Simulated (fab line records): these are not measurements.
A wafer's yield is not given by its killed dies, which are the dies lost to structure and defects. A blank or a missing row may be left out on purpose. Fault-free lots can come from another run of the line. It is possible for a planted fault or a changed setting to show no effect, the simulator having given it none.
fab line records ; flow gf180mcu
record: lots: 5; wafers: 15; lastDay: 31
route steps=602 shown NWELL@45 LVPWELL@54
lots that met no fault: taken from a fault-free run of the same line
startH: the number of hours between the record's first day and the start of the first shown wafer of the lot ; waitH: hours from the lot's prior step to this one ; " repeats the value in the row above ; L1.1+2: a row that stands for several wafers ; - no value, or no start given ; * or withheld: withheld ; < > ~ a bound
route shown NAME@n: NAME is a module with steps in the file, n the number in the route of the first one ; usual: mean/standard deviation of fault-free wafers ; same: alike in all rows ; chamber/n: place in a boat ; sites: the reading at each site ; _std_site: their standard deviation ; _edge_site: the outer-site mean with the inner-site mean subtracted ; radiusMm: for every site, how far away it sits from the centre of the wafer ; mask NAME#n: copy n ; behind: tool/chamber where the wafer was last shaped ; hold: why the lot went on hold/how many hours it stayed there/how the hold came to an end ; device: whichever transistor did not switch (one of n, p or np) ; end of line: at the end of the route, the tests of the same wafers ; where a step has no rows: the recipe by itself ; killed: dies lost to structure and defects at the first sort, not the wafer's yield ; map: the dies of a wafer, with x for killed, . for not killed, _ for no die there
set.NAME: the setting that was run; set.NAME@STEP: the one run at that earlier step ; model.NAME: the simulator's own value behind a step, which no gauge read
certain route steps with their lots: each step a table, each wafer a row
services: when a tool's chamber went out of use (startH, in hours from the record's first day, below 0 if earlier), for how many hours, and the reason
== steps ==
step: GF_NWELL_SOFTBAKE_03
recipe: tempC: 110; timeS: withheld
lot.wafer;tool;chamber;startH;waitH
L074.1+2+5;lithoTrack-03;0;50.58;0.1
L076.1+3+5;lithoTrack-02;0;65.29;0.1
L077.1+3+5;lithoTrack-02;0;71.84;0.1
L081.1+3+5;lithoTrack-01;0;89.77;0.1
L083.1+3+4;lithoTrack-03;0;96.43;0.1
step: GF_NWELL_EXPOSE_04
recipe: maskId: Nwell; targetCdNm: 860; na: 0.6; sourceShape: conventional; sigmaOuter: 0.6; doseMj: 260
usual: stageVelMmS: 499.92/0.28
lot.wafer;tool;chamber;startH;waitH;mask;stageVelMmS
L074.1;ilineStepper-02;0;-;-;Nwell#0;500.24
L074.2;ilineStepper-02;0;-;-;Nwell#0;500.29
L074.5;ilineStepper-02;0;-;-;Nwell#0;499.86
L076.1;ilineStepper-02;0;-;-;Nwell#0;499.47
L076.3;ilineStepper-02;0;-;-;Nwell#0;499.84
L076.5;ilineStepper-02;0;-;-;Nwell#0;499.64
L077.1;ilineStepper-01;0;-;-;Nwell#0;499.34
L077.3;ilineStepper-01;0;-;-;Nwell#0;499.78
L077.5;ilineStepper-01;0;-;-;Nwell#0;499.75
L081.1;ilineStepper-01;0;-;-;Nwell#0;499.30
L081.3;ilineStepper-01;0;-;-;Nwell#0;499.55
L081.5;ilineStepper-01;0;-;-;Nwell#0;499.33
L083.1;ilineStepper-01;0;-;-;Nwell#0;499.98
L083.3;ilineStepper-01;0;-;-;Nwell#0;499.60
L083.4;ilineStepper-01;0;-;-;Nwell#0;499.47
step: GF_NWELL_PEB_05
recipe: tempC: 115; timeS: withheld
lot.wafer;tool;chamber;startH;waitH
L074.1+2+5;lithoTrack-01;0;-;-
L076.1+3+5;lithoTrack-03;0;-;-
L077.1+3+5;lithoTrack-01;0;-;-
L081.1+3+5;lithoTrack-03;0;-;-
L083.1+3+4;lithoTrack-03;0;-;-
step: GF_NWELL_DEVELOP_06
recipe: wallAngleDeg: 90; developTimeS: 60; devTempC: 23
lot.wafer;tool;chamber;startH;waitH
L074.1+2+5;lithoTrack-01;0;-;-
L076.1+3+5;lithoTrack-03;0;-;-
L077.1+3+5;lithoTrack-01;0;-;-
L081.1+3+5;lithoTrack-03;0;-;-
L083.1+3+4;lithoTrack-03;0;-;-
step: GF_NWELL_OVL_MEAS_07
usual: NWELL_OVL: 0.7/1.5
lot.wafer;tool;chamber;startH;waitH;NWELL_OVL[nm]
L074.1;overlay-02;-;56.77;-;3.0
L074.2;overlay-02;-;56.77;-;1.1
L074.5;overlay-02;-;56.77;-;2.2
L076.1;overlay-02;-;71.88;-;-1.7
L076.3;overlay-02;-;71.88;-;-2.8
L076.5;overlay-02;-;71.88;-;-0.4
L077.1;overlay-01;-;79.17;-;0.0
L077.3;overlay-01;-;79.17;-;1.7
L077.5;overlay-01;-;79.17;-;0.2
L081.1;overlay-01;-;96.98;-;1.3
L081.3;overlay-01;-;96.98;-;1.8
L081.5;overlay-01;-;96.98;-;-0.4
L083.1;overlay-02;-;102.78;-;2.3
L083.3;overlay-02;-;102.78;-;4.4
L083.4;overlay-02;-;102.78;-;4.2
step: GF_NWELL_IMPLANT_08
recipe: species: P; energyKev: 450; doseCm2: 1.5e+13; tiltDeg: 0
lot.wafer;tool;chamber;startH;waitH
L074.1+2+5;implanter-02;0;56.81;0.0
L076.1+3+5;implanter-01;0;71.92;0.0
L077.1+3+5;implanter-01;0;79.21;0.0
L081.1+3+5;implanter-01;0;97.02;0.0
L083.1+3+4;implanter-01;0;102.82;0.0
step: GF_NWELL_IMPLANT_09
recipe: species: P; energyKev: 160; doseCm2: 4e+12; tiltDeg: 0
lot.wafer;tool;chamber;startH;waitH
L074.1+2+5;implanter-02;0;56.96;0.1
L076.1+3+5;implanter-01;0;72.07;0.1
L077.1+3+5;implanter-01;0;79.36;0.1
L081.1+3+5;implanter-01;0;97.17;0.1
L083.1+3+4;implanter-01;0;102.97;0.1
step: GF_NWELL_STRIP_10
recipe: chemistry: O2/N2; powerW: 1400; pressureMtorr: 1500; platenTempC: 250; o2FlowSccm: 3000; n2FlowSccm: 300; overashFraction: 0.5
usual: drypumpMotorCurrentA: 5.60/0.21; heaterPowerW: 331/21; oesProductAu: 0.723/0.0046; stripTimeToEndpointS: 37.00/0.08
same: overashFraction: 0.5
lot.wafer;tool;chamber;startH;waitH;drypumpMotorCurrentA;heaterPowerW;oesProductAu;rfHoursCounterH;stripTimeToEndpointS
L074.1;plasmaAsher-03;0;57.11;0.1;5.78;328;0.726;28;36.96
L074.2;plasmaAsher-03;1;57.11;0.1;5.50;319;0.729;28;37.12
L074.5;plasmaAsher-03;1;57.11;0.1;5.50;315;0.731;-;37.05
L076.1;plasmaAsher-02;0;72.22;0.1;5.98;307;0.724;43;37.01
L076.3;plasmaAsher-02;1;72.22;0.1;5.30;332;0.725;-;37.03
L076.5;plasmaAsher-02;0;72.22;0.1;6.02;303;0.720;-;37.01
L077.1;plasmaAsher-02;0;79.51;0.1;5.98;306;0.726;44;36.99
L077.3;plasmaAsher-02;0;79.51;0.1;6.00;301;0.719;-;37.04
L077.5;plasmaAsher-02;0;79.51;0.1;6.03;302;0.725;-;36.94
L081.1;plasmaAsher-04;1;97.32;0.1;5.38;354;0.723;42;36.93
L081.3;plasmaAsher-04;1;97.32;0.1;5.38;364;0.723;-;36.97
L081.5;plasmaAsher-04;0;97.32;0.1;5.66;330;0.727;-;36.93
L083.1;plasmaAsher-03;1;103.12;0.1;5.49;317;0.724;33;37.19
L083.3;plasmaAsher-03;1;103.12;0.1;5.51;321;0.732;-;37.15
L083.4;plasmaAsher-03;0;103.12;0.1;5.78;323;0.716;-;37.11
step: GF_NWELL_TW_MEAS_11
usual: NWELL_TW: 1587/7.8
lot.wafer;tool;chamber;startH;waitH;NWELL_TW
L074.1;filmMetro-04;-;57.21;0.1;1600
L074.2;filmMetro-04;-;57.21;0.1;1600
L074.5;filmMetro-04;-;57.21;0.1;1599
L076.1;filmMetro-04;-;72.32;0.1;1598
L076.3;filmMetro-04;-;72.32;0.1;1595
L076.5;filmMetro-04;-;72.32;0.1;1601
L077.1;filmMetro-03;-;79.61;0.1;1592
L077.3;filmMetro-03;-;79.61;0.1;1594
L077.5;filmMetro-03;-;79.61;0.1;1592
L081.1;filmMetro-02;-;97.42;0.1;1587
L081.3;filmMetro-02;-;97.42;0.1;1578
L081.5;filmMetro-02;-;97.42;0.1;1590
L083.1;filmMetro-02;-;103.22;0.1;1578
L083.3;filmMetro-02;-;103.22;0.1;1583
L083.4;filmMetro-02;-;103.22;0.1;1582
step: GF_LVPWELL_DEHYDRATE_00
recipe: tempC: 200; timeS: 60
lot.wafer;tool;chamber;startH;waitH
L074.1+2+5;lithoTrack-04;0;63.38;6.2
L076.1+3+5;lithoTrack-04;0;78.68;6.3
L077.1+3+5;lithoTrack-01;0;85.57;6.0
L081.1+3+5;lithoTrack-01;0;103.02;5.6
L083.1+3+4;lithoTrack-03;0;109.93;6.7
step: GF_LVPWELL_HMDS_01
recipe: primeTimeS: 60; primeTempC: 120
lot.wafer;tool;chamber;startH;waitH
L074.1+2+5;lithoTrack-04;0;63.53;0.1
L076.1+3+5;lithoTrack-04;0;78.83;0.1
L077.1+3+5;lithoTrack-01;0;85.72;0.1
L081.1+3+5;lithoTrack-01;0;103.17;0.1
L083.1+3+4;lithoTrack-03;0;110.08;0.1
step: GF_LVPWELL_COAT_02
recipe: spinRpm: 2000; resistThkNm: 3000
lot.wafer;tool;chamber;startH;waitH
L074.1+2+5;lithoTrack-04;0;63.68;0.1
L076.1+3+5;lithoTrack-04;0;78.98;0.1
L077.1+3+5;lithoTrack-01;0;85.87;0.1
L081.1+3+5;lithoTrack-01;0;103.32;0.1
L083.1+3+4;lithoTrack-03;0;110.23;0.1
step: GF_LVPWELL_SOFTBAKE_03
recipe: tempC: 110; timeS: withheld
lot.wafer;tool;chamber;startH;waitH
L074.1+2+5;lithoTrack-04;0;63.83;0.1
L076.1+3+5;lithoTrack-04;0;79.13;0.1
L077.1+3+5;lithoTrack-01;0;86.02;0.1
L081.1+3+5;lithoTrack-01;0;103.47;0.1
L083.1+3+4;lithoTrack-03;0;110.38;0.1
step: GF_LVPWELL_EXPOSE_04
recipe: maskId: LVPWELL; targetCdNm: 600; na: 0.6; sourceShape: conventional; sigmaOuter: 0.6; doseMj: 260
usual: stageVelMmS: 499.98/0.24
lot.wafer;tool;chamber;startH;waitH;mask;stageVelMmS
L074.1;ilineStepper-02;0;-;-;LVPWELL#0;500.10
L074.2;ilineStepper-02;0;-;-;LVPWELL#0;499.96
L074.5;ilineStepper-02;0;-;-;LVPWELL#0;499.83
L076.1;ilineStepper-01;0;-;-;LVPWELL#0;500.14
L076.3;ilineStepper-01;0;-;-;LVPWELL#0;500.00
L076.5;ilineStepper-01;0;-;-;LVPWELL#0;499.86
L077.1;ilineStepper-02;0;-;-;LVPWELL#0;500.36
L077.3;ilineStepper-02;0;-;-;LVPWELL#0;499.89
L077.5;ilineStepper-02;0;-;-;LVPWELL#0;500.03
L081.1;ilineStepper-01;0;-;-;LVPWELL#0;499.61
L081.3;ilineStepper-01;0;-;-;LVPWELL#0;499.56
L081.5;ilineStepper-01;0;-;-;LVPWELL#0;499.63
L083.1;ilineStepper-01;0;-;-;LVPWELL#0;500.05
L083.3;ilineStepper-01;0;-;-;LVPWELL#0;499.98
L083.4;ilineStepper-01;0;-;-;LVPWELL#0;499.87
step: GF_LVPWELL_PEB_05
recipe: tempC: 115; timeS: withheld
lot.wafer;tool;chamber;startH;waitH
L074.1+2+5;lithoTrack-04;0;-;-
L076.1+3+5;lithoTrack-01;0;-;-
L077.1+3+5;lithoTrack-01;0;-;-
L081.1+3+5;lithoTrack-03;0;-;-
L083.1+3+4;lithoTrack-03;0;-;-
step: GF_LVPWELL_DEVELOP_06
recipe: wallAngleDeg: 90; developTimeS: 60; devTempC: 23
lot.wafer;tool;chamber;startH;waitH
L074.1+2+5;lithoTrack-04;0;-;-
L076.1+3+5;lithoTrack-01;0;-;-
L077.1+3+5;lithoTrack-01;0;-;-
L081.1+3+5;lithoTrack-03;0;-;-
L083.1+3+4;lithoTrack-03;0;-;-
== services ==
tool;chamber;startH;hours;kind
plasmaAsher-04;-;31.11;2.0;repair
ilineStepper-02;-;39.79;0.9;repair
ilineStepper-02;-;75.93;1.7;pm
plasmaAsher-03;-;89.88;1.0;repair
plasmaAsher-04;-;97.96;4.3;pm
implanter-02;-;103.79;12.0;pm
ilineStepper-02;-;106.27;7.8;repair
plasmaAsher-04;-;108.75;9.0;pm
plasmaAsher-04;0;108.75;9.0;ventCycle
plasmaAsher-04;1;108.75;9.0;ventCycle
implanter-02;-;115.84;3.8;pm
== key ==
fault none
